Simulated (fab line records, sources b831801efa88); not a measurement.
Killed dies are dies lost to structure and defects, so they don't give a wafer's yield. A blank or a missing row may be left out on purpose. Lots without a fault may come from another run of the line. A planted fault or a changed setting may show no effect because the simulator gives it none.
fab line records | flow gf180mcu
record lots=13 wafers=39 last_day=34
route steps=602 shown VT_IMPLANT@119 POLY_GATE@158 HV_LDD@192
lots that met no fault: from a run of the same line without faults
start_h: hours from the record's first day to the start of the lot's first wafer shown | wait_h: hours since the lot's step before | " the same as in the row above | L1.1+2: a row that stands for several wafers | - no value, or no start given | * or withheld: withheld | < > ~ a bound
route shown NAME@n: a module of which the file shows steps, and the number in the route of the first | usual: mean/standard deviation of fault-free wafers | same: alike in all rows | chamber/n: place in a boat | sites: the reading at each site | _std_site: their standard deviation | _edge_site: outer sites' mean less inner sites' | radius_mm: how far each site lies from the wafer's centre | mask NAME#n: copy n | behind: the tool/chamber that last shaped the wafer | hold: why the lot was held/for how many hours/how that ended | device: the transistor (n, p or np) that didn't switch | end of line: the same wafers' tests at the end of the route | a step without rows: its recipe alone | killed: dies lost to structure and defects at the first sort, not the wafer's yield | map: a wafer's dies, x killed, . not, _ none there
set.NAME: the setting as run; set.NAME@STEP: as run at that earlier step | model.NAME: the simulator's own value behind a step, which no gauge read
steps of the route over a sample of lots; a table a step, a row a wafer
services: from which hour (start_h, from the record's first day; less than 0 if before it) a tool's chamber was out of use, for how many hours, and why
## steps
# step GF_VT_IMPLANT_OVL_MEAS_29
# usual VT_IMPLANT_02_OVL=-1.1/1.5
# columns lot.wafer tool chamber start_h wait_h VT_IMPLANT_02_OVL[nm]
L581.3 overlay-02 - 142.19 0.1 -2.8
L581.5 " - " " -1.5
L581.6 " - " " -2.2
L582.2 overlay-02 - 148.63 0.1 -0.8
L582.3 " - " " -0.1
L582.5 " - " " 0.7
L583.4 overlay-01 - 157.62 0.1 -2.6
L583.5 " - " " -1.3
L583.6 " - " " -3.0
L584.3 overlay-02 - 161.19 0.1 -3.4
L584.5 " - " " -2.4
L584.6 " - " " -2.7
L588.2 overlay-02 - 187.76 0.1 -1.2
L588.4 " - " " 0.7
L588.6 " - " " -0.7
L590.1 overlay-01 - 202.89 0.1 -1.8
L590.4 " - " " -2.5
L590.6 " - " " -2.7
L591.1 overlay-01 - 210.29 0.1 -1.1
L591.2 " - " " -1.8
L591.4 " - " " -2.1
L592.2 overlay-02 - 215.28 0.1 -1.1
L592.3 " - " " -0.6
L592.5 " - " " -0.4
L593.1 overlay-02 - 221.02 0.1 0.3
L593.2 " - " " 0.5
L593.6 " - " " 2.0
L595.2 overlay-02 - 234.53 0.1 0.5
L595.3 " - " " -2.5
L595.5 " - " " -0.2
L597.3 overlay-02 - 246.63 0.1 -1.7
L597.4 " - " " -2.4
L597.5 " - " " -2.1
L601.1 overlay-01 - 274.27 0.1 -0.8
L601.3 " - " " -0.6
L601.5 " - " " -0.1
L603.1 overlay-01 - 287.40 0.1 -0.3
L603.3 " - " " 0.2
L603.5 " - " " 1.4
# step GF_VT_IMPLANT_TW_MEAS_32
# usual VT_IMPLANT_3_TW=269.0/2.4
# columns lot.wafer tool chamber start_h wait_h VT_IMPLANT_3_TW
L581.3 film_metro-01 - 142.48 0.1 269.9
L581.5 " - " " 268.3
L581.6 " - " " 270.7
L582.2 film_metro-02 - 148.92 0.1 269.7
L582.3 " - " " 271.4
L582.5 " - " " 271.0
L583.4 film_metro-04 - 157.92 0.1 267.0
L583.5 " - " " 266.0
L583.6 " - " " 266.6
L584.3 film_metro-04 - 161.48 0.1 266.9
L584.5 " - " " 267.7
L584.6 " - " " 267.6
L588.2 film_metro-04 - 188.17 0.1 265.5
L588.4 " - " " 265.8
L588.6 " - " " 266.1
L590.1 film_metro-01 - 203.18 0.1 270.0
L590.4 " - " " 270.1
L590.6 " - " " 269.7
L591.1 film_metro-04 - 210.58 0.1 265.8
L591.2 " - " " 265.5
L591.4 " - " " 265.8
L592.2 film_metro-01 - 215.57 0.1 271.4
L592.3 " - " " 267.9
L592.5 " - " " 269.5
L593.1 film_metro-02 - 221.31 0.1 271.4
L593.2 " - " " 272.8
L593.6 " - " " 270.5
L595.2 film_metro-04 - 234.92 0.1 262.8
L595.3 " - " " 266.8
L595.5 " - " " 267.1
L597.3 film_metro-01 - 246.93 0.1 270.8
L597.4 " - " " 269.5
L597.5 " - " " 270.1
L601.1 film_metro-04 - 274.56 0.1 266.7
L601.3 " - " " 265.1
L601.5 " - " " 264.3
L603.1 film_metro-02 - 287.69 0.1 268.7
L603.3 " - " " 271.4
L603.5 " - " " 268.7
# step GF_POLY_GATE_THK_MEAS_01
# recipe reads=poly-Si_of_POLY_GATE_CVD_00
# usual POLY_GATE_CVD_00_THK=199.9/1.9
# columns lot.wafer tool chamber start_h wait_h POLY_GATE_CVD_00_THK[nm]
L581.3 film_metro-04 - 180.79 0.0 201.3
L581.5 " - " " 201.7
L581.6 " - " " 200.9
L582.2 film_metro-01 - 187.74 0.0 201.1
L582.3 " - " " 201.0
L582.5 " - " " 201.1
L583.4 film_metro-01 - 196.62 0.0 198.3
L583.5 " - " " 198.1
L583.6 " - " " 196.4
L584.3 film_metro-01 - 201.23 0.0 200.8
L584.5 " - " " 203.7
L584.6 " - " " 201.2
L588.2 film_metro-03 - 229.45 0.0 201.7
L588.4 " - " " 201.5
L588.6 " - " " 202.5
L590.1 film_metro-01 - 244.99 0.0 203.4
L590.4 " - " " 201.8
L590.6 " - " " 201.1
L591.1 film_metro-01 - 254.89 0.0 201.1
L591.2 " - " " 199.9
L591.4 " - " " 201.4
L592.2 film_metro-03 - 257.70 0.0 200.0
L592.3 " - " " 200.2
L592.5 " - " " 200.1
L593.1 film_metro-01 - 264.40 0.0 199.6
L593.2 " - " " 197.9
L593.6 " - " " 200.3
L595.2 film_metro-01 - 278.48 0.0 201.9
L595.3 " - " " 200.1
L595.5 " - " " 201.0
L597.3 film_metro-03 - 290.28 0.0 202.0
L597.4 " - " " 203.6
L597.5 " - " " 200.4
L601.1 film_metro-03 - 320.26 0.0 201.7
L601.3 " - " " 202.3
L601.5 " - " " 202.6
L603.1 film_metro-01 - 334.89 0.0 198.7
L603.3 " - " " 199.0
L603.5 " - " " 200.1
# step GF_HV_LDD_EXPOSE_16
# recipe mask_id=Pplus_LV_AREA target_cd_nm=400 na=0.6 source_shape=conventional sigma_outer=0.6 dose_mj=140
# usual exposure_dose_mJ_cm2=140.02/0.12 focus_offset_nm=0.1/0.6 reticle_temp_C=23.03/0.11
# columns lot.wafer tool chamber start_h wait_h mask exposure_dose_mJ_cm2 focus_offset_nm reticle_temp_C
L581.3 iline_stepper-01 0 228.08 - Pplus_LV_AREA#0 139.99 -0.9 23.13
L581.5 " 0 " " Pplus_LV_AREA#0 140.15 -0.1 23.13
L581.6 " 0 " " Pplus_LV_AREA#0 140.05 0.5 23.06
L582.2 iline_stepper-02 0 233.07 - Pplus_LV_AREA#0 140.00 0.3 23.04
L582.3 " 0 " " Pplus_LV_AREA#0 140.23 -0.1 23.14
L582.5 " 0 " " Pplus_LV_AREA#0 139.97 0.8 23.11
L583.4 iline_stepper-01 0 244.66 - Pplus_LV_AREA#0 140.20 -0.4 23.00
L583.5 " 0 " " Pplus_LV_AREA#0 139.98 0.4 23.02
L583.6 " 0 " " Pplus_LV_AREA#0 140.03 -1.1 23.03
L584.3 iline_stepper-02 0 248.49 - Pplus_LV_AREA#0 139.95 0.0 22.97
L584.5 " 0 " " Pplus_LV_AREA#0 140.01 -1.0 22.89
L584.6 " 0 " " Pplus_LV_AREA#0 140.30 0.3 23.01
L588.2 iline_stepper-01 0 280.13 - Pplus_LV_AREA#0 132.75 0.5 23.03
L588.4 " 0 " " Pplus_LV_AREA#0 132.73 0.6 23.08
L588.6 " 0 " " Pplus_LV_AREA#0 132.76 0.7 23.00
L590.1 iline_stepper-01 0 295.06 - Pplus_LV_AREA#0 132.70 -0.8 22.99
L590.4 " 0 " " Pplus_LV_AREA#0 132.53 -0.2 22.99
L590.6 " 0 " " Pplus_LV_AREA#0 132.67 0.5 22.99
L591.1 iline_stepper-01 0 305.69 - Pplus_LV_AREA#0 132.76 0.2 23.03
L591.2 " 0 " " Pplus_LV_AREA#0 132.52 -0.4 23.04
L591.4 " 0 " " Pplus_LV_AREA#0 132.67 0.2 23.01
L592.2 iline_stepper-02 0 309.02 - Pplus_LV_AREA#0 139.94 0.9 22.83
L592.3 " 0 " " Pplus_LV_AREA#0 140.00 0.6 22.80
L592.5 " 0 " " Pplus_LV_AREA#0 140.03 1.1 22.94
L593.1 iline_stepper-01 0 317.05 - Pplus_LV_AREA#0 132.59 0.6 23.10
L593.2 " 0 " " Pplus_LV_AREA#0 132.80 0.0 23.06
L593.6 " 0 " " Pplus_LV_AREA#0 132.77 -0.3 23.11
L595.2 iline_stepper-02 0 331.38 - Pplus_LV_AREA#0 140.14 -0.5 23.02
L595.3 " 0 " " Pplus_LV_AREA#0 140.15 -1.6 23.15
L595.5 " 0 " " Pplus_LV_AREA#0 139.98 -1.2 23.00
L597.3 iline_stepper-02 0 345.03 - Pplus_LV_AREA#0 140.25 0.7 23.05
L597.4 " 0 " " Pplus_LV_AREA#0 140.01 -0.6 22.99
L597.5 " 0 " " Pplus_LV_AREA#0 140.01 -0.1 23.05
L601.1 iline_stepper-02 0 377.05 - Pplus_LV_AREA#0 139.96 0.1 22.91
L601.3 " 0 " " Pplus_LV_AREA#0 139.96 0.6 23.10
L601.5 " 0 " " Pplus_LV_AREA#0 139.85 0.7 22.75
L603.1 iline_stepper-02 0 393.10 - Pplus_LV_AREA#0 139.99 0.8 23.08
L603.3 " 0 " " Pplus_LV_AREA#0 140.00 0.4 22.96
L603.5 " 0 " " Pplus_LV_AREA#0 140.09 -0.7 22.93
# step GF_HV_LDD_CD_MEAS_19
# recipe target_cd_nm=400
# usual cd_nm=401.4/2.5
# columns lot.wafer tool chamber start_h wait_h hold cd_nm
L581.3 cd_sem-02 - 236.68 0.3 - 403.8
L581.5 " - " " - 404.4
L581.6 " - " " - 402.2
L582.2 cd_sem-02 - 242.06 0.1 - 399.3
L582.3 " - " " - 401.6
L582.5 " - " " - 400.4
L583.4 cd_sem-01 - 253.73 0.1 - 398.9
L583.5 " - " " - 400.9
L583.6 " - " " - 399.6
L584.3 cd_sem-01 - 257.51 0.1 - 397.7
L584.5 " - " " - 395.7
L584.6 " - " " - 397.8
L588.2 cd_sem-01 - 289.79 0.1 await_dispo/0.2h/release 384.4
L588.4 " - " " await_dispo/0.2h/release 385.6
L588.6 " - " " await_dispo/0.2h/release 386.4
L588.2 cd_sem-01 - 290.08 0.3 - 384.5
L588.4 " - " " - 384.8
L588.6 " - " " - 386.8
L590.1 cd_sem-02 - 304.97 0.1 await_dispo/0.2h/release 384.8
L590.4 " - " " await_dispo/0.2h/release 385.3
L590.6 " - " " await_dispo/0.2h/release 384.5
L590.1 cd_sem-02 - 305.26 0.3 - 384.9
L590.4 " - " " - 385.8
L590.6 " - " " - 384.8
L591.1 cd_sem-02 - 315.89 0.1 await_dispo/0.2h/release 384.1
L591.2 " - " " await_dispo/0.2h/release 385.7
L591.4 " - " " await_dispo/0.2h/release 384.1
L591.1 cd_sem-02 - 316.17 0.3 - 384.5
L591.2 " - " " - 385.9
L591.4 " - " " - 384.2
L592.2 cd_sem-01 - 319.14 0.1 - 402.7
L592.3 " - " " - 401.3
L592.5 " - " " - 403.0
L593.1 cd_sem-02 - 326.82 0.1 await_dispo/0.2h/release 389.0
L593.2 " - " " await_dispo/0.2h/release 390.0
L593.6 " - " " await_dispo/0.2h/release 389.5
L593.1 cd_sem-02 - 327.11 0.3 - 388.9
L593.2 " - " " - 390.0
L593.6 " - " " - 389.4
L595.2 cd_sem-02 - 342.09 0.1 - 402.1
L595.3 " - " " - 402.9
L595.5 " - " " - 401.6
L597.3 cd_sem-01 - 355.48 0.1 - 405.9
L597.4 " - " " - 405.8
L597.5 " - " " - 406.1
L601.1 cd_sem-02 - 387.47 0.1 - 405.6
L601.3 " - " " - 404.4
L601.5 " - " " - 406.1
L603.1 cd_sem-01 - 404.02 0.1 - 402.0
L603.3 " - " " - 400.0
L603.5 " - " " - 401.6
## services
# columns tool chamber start_h hours kind
iline_stepper-01 - 237.03 1.7 pm
iline_stepper-02 - 256.08 4.4 pm
iline_stepper-01 - 332.39 4.5 repair
iline_stepper-01 0 333.12 - calibration
iline_stepper-02 0 341.28 - calibration
## key
first_sign step=GF_HV_LDD_EXPOSE_16 reading=exposure_dose_mJ_cm2 direction=down sigmas=59 usual=140.02 struck=132.69
effect step=GF_HV_LDD_CD_MEAS_19 reading=visit direction=added
effect step=GF_HV_LDD_CD_MEAS_19 reading=cd_nm direction=down sigmas=6.1 usual=401.4 struck=386.1
met_at GF_HV_LDD_EXPOSE_16
struck_lots L588,L590,L591,L593
tester_left_out L588,L590,L591,L593
not_acting_at GF_VT_IMPLANT_OVL_MEAS_29,GF_VT_IMPLANT_TW_MEAS_32,GF_POLY_GATE_THK_MEAS_01
onset_between 244.66 280.13
fault kind=process_parameter_drift tool=iline_stepper-01 chamber=- onset_h=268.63 steps=GF_HV_LDD_EXPOSE_16 channel=dose_mj offset=-7.3644 shape=step acts_in=these_recipes_only stated=140
# tester_left_out: of these lots the tester's yield and bins aren't shown, on N5 and GAA mostly nor the transistor test; their killed dies are dies lost to structure and defects alone, not to doping, threshold or leakage, so they don't give the yield
